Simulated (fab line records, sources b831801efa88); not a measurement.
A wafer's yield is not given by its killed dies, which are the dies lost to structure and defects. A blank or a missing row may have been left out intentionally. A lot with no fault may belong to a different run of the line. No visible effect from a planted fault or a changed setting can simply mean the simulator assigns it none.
Matching of chambers    flow sky130    SKY_LI_CONTACT_CMP_24 on cmp-01 has 4 sister chambers
The step polishes, stops on PSG, t overpolish 20 s, target thk 0 nm. 14 wafers are shown with their chamber, then 7 later ones without.

WAFERS, EACH WITH ITS CHAMBER
wafer   chamber  motorCurrentA (A)  timeToEndpointS (s)  overpolishRunS (s)
L364.1  1        11.2               92.1                 19.987
L364.3  0        11.5               91.7                 19.997
L364.6  1        11.9               92.2                 20.000
L365.1  3        12.3               99.7                 19.989
L365.4  0        11.5               98.0                 20.004
L365.6  0        11.4               98.9                 20.008
L374.2  2        11.0               90.4                 20.009
L374.4  0        11.6               92.2                 20.022
L374.5  3        12.2               94.9                 20.006
L376.1  2        11.1               90.8                 20.004
L376.2  1        11.4               95.8                 19.999
L376.6  1        11.4               89.8                 20.013
L384.3  1        11.8               98.2                 19.991
L384.5  3        12.8               101.3                19.990

SIGNATURES (means of the wafers above)
reading          chamber 0  chamber 1  chamber 2  chamber 3  scatter within a chamber
motorCurrentA    11.500     11.540     11.050     12.433     0.242
timeToEndpointS  95.200     93.620     90.600     98.633     3.31
overpolishRunS   20.00775   19.99800   20.00650   19.99500   0.00963
Rule: for each reading, subtract the chamber's mean from the wafer's reading, divide by that reading's scatter and square the result; add these up over the readings and take the root, which gives the wafer's distance from the chamber. If the next closest chamber is less than 2 further off than the closest, the wafer can't be placed; otherwise it belongs to the closest. The scatter: take each reading less its chamber's mean, square it, sum over the shown wafers, divide by the number of wafers less the number of chambers, and take the root.

WAFERS WHOSE CHAMBER IS MISSING
wafer   motorCurrentA (A)  timeToEndpointS (s)  overpolishRunS (s)
L384.6  11.2               98.8                 20.002
L385.1  11.0               97.8                 20.006
L385.4  10.3               97.5                 20.013
L385.6  10.9               92.1                 20.005
L387.2  12.1               94.6                 20.009
L387.3  12.5               100.1                20.001
L387.4  10.8               95.5                 19.993

THE CHAMBER EACH PASSED THROUGH
wafer   from the rows above           in truth
L384.6  can't be placed: 0 or 1 or 2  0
L385.1  can't be placed: 2 or 0 or 1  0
L385.4  can't be placed: 2 or 0 or 1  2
L385.6  can't be placed: 2 or 0       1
L387.2  can't be placed: 3 or 0 or 1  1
L387.3  3                             3
L387.4  can't be placed: 2 or 1 or 0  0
Correctly placed: 1 of 7. Can't be placed from these rows: 6 (the true chamber is among the candidates in 5). Wrongly placed: 0.
